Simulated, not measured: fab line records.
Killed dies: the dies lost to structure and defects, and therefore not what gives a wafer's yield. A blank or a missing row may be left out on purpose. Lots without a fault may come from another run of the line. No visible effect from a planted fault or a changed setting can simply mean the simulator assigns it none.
Code-filled problem report in 8D (eight disciplines) form :: flow sky130 :: the parts of the form that need people (team, actions taken, sign-off) are left out

== 1. PROBLEM STATEMENT ==
killedAtOther at SKY_PAD_OPEN_PROBE_99 reads a mean of 59.5 on 2 wafers of 2 lots; wafers without a fault read 0.2 with a standard deviation of 0.49. So: +99 or more standard deviations from the usual mean.
Earliest sighting: wafer L765.6 on prober-02 at day 49 05:41. The record holds 36 wafers of 12 lots with a number at this step. By rule, "out" or "out of limits" means more than 4 standard deviations away from the usual mean. The other wafers with a number count as sound.

== 2. WHAT IT IS, AND WHAT IT ISN'T ==
question: which readings at this step
is: killedAtOther, defectLimitedYield, killedDies, sort_bin_5_function, sortNPass, sortYieldPct
is not: killed_at_M0_to_M3, killedAtContacts, killedAtFrontEnd, killedOpen, killedShort

question: which lots
is: L765, L771
is not: L752, L753, L757, L759, L760, L761, L763, L766, L770, L774

question: which wafers of those lots
is: L765.6, L771.2
is not: L765.1, L765.3, L771.4, L771.6

question: read on which tools
is: prober-02
is not: prober-01

question: when
is: from day 49 05:41
is not: up to then (23 sound wafers); but 11 sound wafers of L766, L770, L771, L774 came after

== 3. THE SUSPECTS, EACH WITH WHAT RULES IT OUT ==
Counting: a tool at a process step up to the reading stays a suspect if it ran every lot that is out. Sound lots after the first of them don't rule it out here, since some wafers of a struck lot are sound.
- pvdSputter-02 at SKY_METAL5_SPUTTER_00 (material Ti, target thk 15 nm, time 10 s): kept. It processed each lot that is out (first: L765, day 46 14:56); up to then, its last sound lot is L761 (day 45 18:25).
- plasmaAsher-01 at SKY_PASSIVATION_STRIP_12 (strips in O2/N2): kept. It processed each lot that is out (first: L765, day 48 08:38); up to then, its last sound lot is L763 (day 48 00:37).
- prober-02 at SKY_PAD_OPEN_PROBE_99: kept. It processed each lot that is out (first: L765, day 49 05:26); up to then, its last sound lot is L760 (day 48 04:20). On those wafers its own readings are out: defectLimitedYield, killedAtOther, killedDies, sort_bin_5_function, sortNPass, sortYieldPct.
- Within plasmaAsher-01 at SKY_PASSIVATION_STRIP_12, the wafers that are out were processed in chamber 0 and their sound lot-mates in chamber 1.
After the count, these remain: pvdSputter-02 at SKY_METAL5_SPUTTER_00, plasmaAsher-01 at SKY_PASSIVATION_STRIP_12 and prober-02 at SKY_PAD_OPEN_PROBE_99.

== 4. THE CAUSE (what the simulator had put in) ==
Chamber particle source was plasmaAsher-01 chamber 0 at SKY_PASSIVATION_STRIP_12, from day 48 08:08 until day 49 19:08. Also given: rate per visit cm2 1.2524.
This tool is one of the 3 suspects left after counting.

== 5. SEQUENCE OF EFFECTS, ordered by route ==
Each row: a reading where the mean over the struck wafers with a number is more than 3 standard deviations away from the usual. Readings are gone through only where the record gives a usual standard deviation; hours: the median, over the lots, of the time from a lot's start at the first step in this table giving one to that lot's start at this step; sigmas: the change measured in usual standard deviations.
hours: 0
step: SKY_PAD_OPEN_PROBE_99
reading: defectLimitedYield
usual: 82.3 %
on struck wafers: 67.3
change: -15.0
sigmas: -7.5

hours: 0
step: SKY_PAD_OPEN_PROBE_99
reading: killedAtOther
usual: 0.2
on struck wafers: 59.5
change: +59.3
sigmas: +99 or more

hours: 0
step: SKY_PAD_OPEN_PROBE_99
reading: killedDies
usual: 87
on struck wafers: 161
change: +74
sigmas: +7.6

hours: 0
step: SKY_PAD_OPEN_PROBE_99
reading: sort_bin_3_pad_short
usual: 0.9 %
on struck wafers: 3.8
change: +2.9
sigmas: +6.7

hours: 0
step: SKY_PAD_OPEN_PROBE_99
reading: sort_bin_5_function
usual: 10.5 %
on struck wafers: 20.1
change: +9.6
sigmas: +6.0

hours: 0
step: SKY_PAD_OPEN_PROBE_99
reading: sortNPass
usual: 405
on struck wafers: 331
change: -74
sigmas: -7.6

hours: 0
step: SKY_PAD_OPEN_PROBE_99
reading: sortYieldPct
usual: 82.3 %
on struck wafers: 67.3
change: -15.0
sigmas: -7.5
Its process steps:
- SKY_PAD_OPEN_PROBE_99

== 6. WHAT WOULD HAVE CAUGHT IT SOONER ==
The fault began at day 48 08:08; the first out-of-limits reading in this record came at day 49 05:41, 22 hours later.
Tool readings at SKY_PASSIVATION_STRIP_12 with a usual standard deviation given in the record: none out on any struck wafer, hence no alarm at a limit of 4 standard deviations on them.
Of the lots that are out (2), L771 began SKY_PASSIVATION_STRIP_12 on plasmaAsher-01 after day 49 05:41. Putting the tool on hold at that point would have spared it.
